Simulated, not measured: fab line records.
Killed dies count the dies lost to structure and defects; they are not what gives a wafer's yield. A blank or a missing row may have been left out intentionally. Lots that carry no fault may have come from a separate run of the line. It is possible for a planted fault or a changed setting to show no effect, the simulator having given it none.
Which tool is to blame? | flow sky130 | Sampling: 11 lots, 33 wafers, 3 of 708 route steps

## WHAT THE GAUGES READ, wafer by wafer
SKY_POLY_GATE_CD_MEAS_13: target cd 150 nm. Usual: cd-nm 149.9 nm, standard deviation 1.3.
lot  | measured     | on        | cd-nm (nm)        | flag
L264 | day 16 19:26 | cd-sem-02 | 147.1 147.3 148.3 |
L265 | day 17 16:52 | cd-sem-02 | 151.0 149.2 149.5 |
L266 | day 17 19:34 | cd-sem-02 | 150.6 150.3 151.7 |
L267 | day 18 02:47 | cd-sem-02 | 149.2 148.4 150.1 |
L271 | day 19 16:36 | cd-sem-02 | 153.4 152.6 152.1 |
L274 | day 21 12:44 | cd-sem-01 | 151.2 149.1 151.3 |
L278 | day 22 04:51 | cd-sem-02 | 151.5 150.4 149.4 |
L280 | day 22 12:40 | cd-sem-01 | 150.9 149.9 149.4 |
L283 | day 23 12:25 | cd-sem-01 | 150.5 149.8 149.2 |
L284 | day 23 22:31 | cd-sem-01 | 148.2 150.2 149.7 |
L286 | day 24 02:09 | cd-sem-01 | 150.3 150.4 149.9 |

SKY_LDD_N_TW_MEAS_17. Usual: LDD_N_TW gives 2549 (standard deviation 15).
lot  | measured     | on            | LDD_N_TW       | flag
L264 | day 18 05:39 | film-metro-02 | 2540 2533 2542 |
L265 | day 19 01:26 | film-metro-03 | 2563 2550 2558 |
L266 | day 19 06:49 | film-metro-02 | 2513 2528 2525 |
L267 | day 19 12:06 | film-metro-04 | 2566 2573 2568 |
L271 | day 21 04:55 | film-metro-03 | 2550 2541 2545 |
L274 | day 22 21:29 | film-metro-04 | 2571 2560 2573 |
L278 | day 23 14:43 | film-metro-02 | 2537 2525 2539 |
L280 | day 23 21:39 | film-metro-04 | 2561 2553 2572 |
L283 | day 24 21:12 | film-metro-04 | 2579 2568 2560 |
L284 | day 25 07:06 | film-metro-03 | 2561 2568 2557 |
L286 | day 25 12:25 | film-metro-02 | 2559 2541 2546 |

## WHAT TOOL EACH LOT RAN ON (gives the tool, then ch and the chambers of the sampled wafers, and finally the start)
lot  | SKY_POLY_GATE_STRIP_18
L264 | plasma-asher-01 ch 0,1, day 16 19:50
L265 | plasma-asher-02 ch 0,1, day 17 17:15
L266 | plasma-asher-01 ch 0,1, day 17 19:57
L267 | plasma-asher-02 ch 0,1, day 18 03:08
L271 | plasma-asher-04 ch 0,1, day 19 16:59
L274 | plasma-asher-01 ch 0,1, day 21 13:06
L278 | plasma-asher-04 ch 0,1, day 22 05:14
L280 | plasma-asher-01 ch 0,1, day 22 13:03
L283 | plasma-asher-01 ch 0,1, day 23 12:49
L284 | plasma-asher-01 ch 0,1, day 23 22:53
L286 | plasma-asher-04 ch 0,1, day 24 02:32
- SKY_POLY_GATE_STRIP_18: strips in O2/N2.

## WHAT THE TOOLS THEMSELVES READ (means of the sampled wafers that have a number; where no wafer has one, the mark that the record gives instead)
SKY_POLY_GATE_STRIP_18. Usual: drypump-motor-current-A 5.6 A, standard deviation 0.38; oes-product-au 0.361 a.u., standard deviation 0.0046; strip-time-to-endpoint-s 3.184 s, standard deviation 0.028.
lot  | tool            | drypump-motor-current-A (A) | oes-product-au (a.u.) | strip-time-to-endpoint-s (s) | flag
L264 | plasma-asher-01 | 5.3                         | 0.359                 | 3.185                        |
L265 | plasma-asher-02 | 6.1                         | 0.363                 | 3.198                        |
L266 | plasma-asher-01 | 5.3                         | 0.362                 | 3.188                        |
L267 | plasma-asher-02 | 5.7                         | 0.363                 | 3.195                        |
L271 | plasma-asher-04 | 5.7                         | 0.360                 | 3.198                        |
L274 | plasma-asher-01 | 5.4                         | 0.359                 | 3.138                        |
L278 | plasma-asher-04 | 5.7                         | 0.367                 | 3.249                        |
L280 | plasma-asher-01 | 5.3                         | 0.365                 | 3.183                        |
L283 | plasma-asher-01 | 5.4                         | 0.361                 | 3.177                        |
L284 | plasma-asher-01 | 5.3                         | 0.363                 | 3.188                        |
L286 | plasma-asher-04 | 5.7                         | 0.363                 | 3.179                        |

## THE ANSWER, worked out from the rows above alone
Rule: take the mean of a lot's wafers that have a number; if it is more than 3 standard deviations from the usual mean, the lot is off. Also off: a lot with no number at a reading for which 4 or more lots have one. Where the step has rows for the other lots, those lots are counted as sound. After the gauges, taken in route order, come the tools' own readings; for these a lot's mean is taken, as printed above. At the first step where some lot is off, the reading lying furthest off is the one used; lots without a number count as furthest.
No lot is off on any of the readings shown, so nothing can be concluded from this.

## WHAT WAS PUT IN BY THE SIMULATOR
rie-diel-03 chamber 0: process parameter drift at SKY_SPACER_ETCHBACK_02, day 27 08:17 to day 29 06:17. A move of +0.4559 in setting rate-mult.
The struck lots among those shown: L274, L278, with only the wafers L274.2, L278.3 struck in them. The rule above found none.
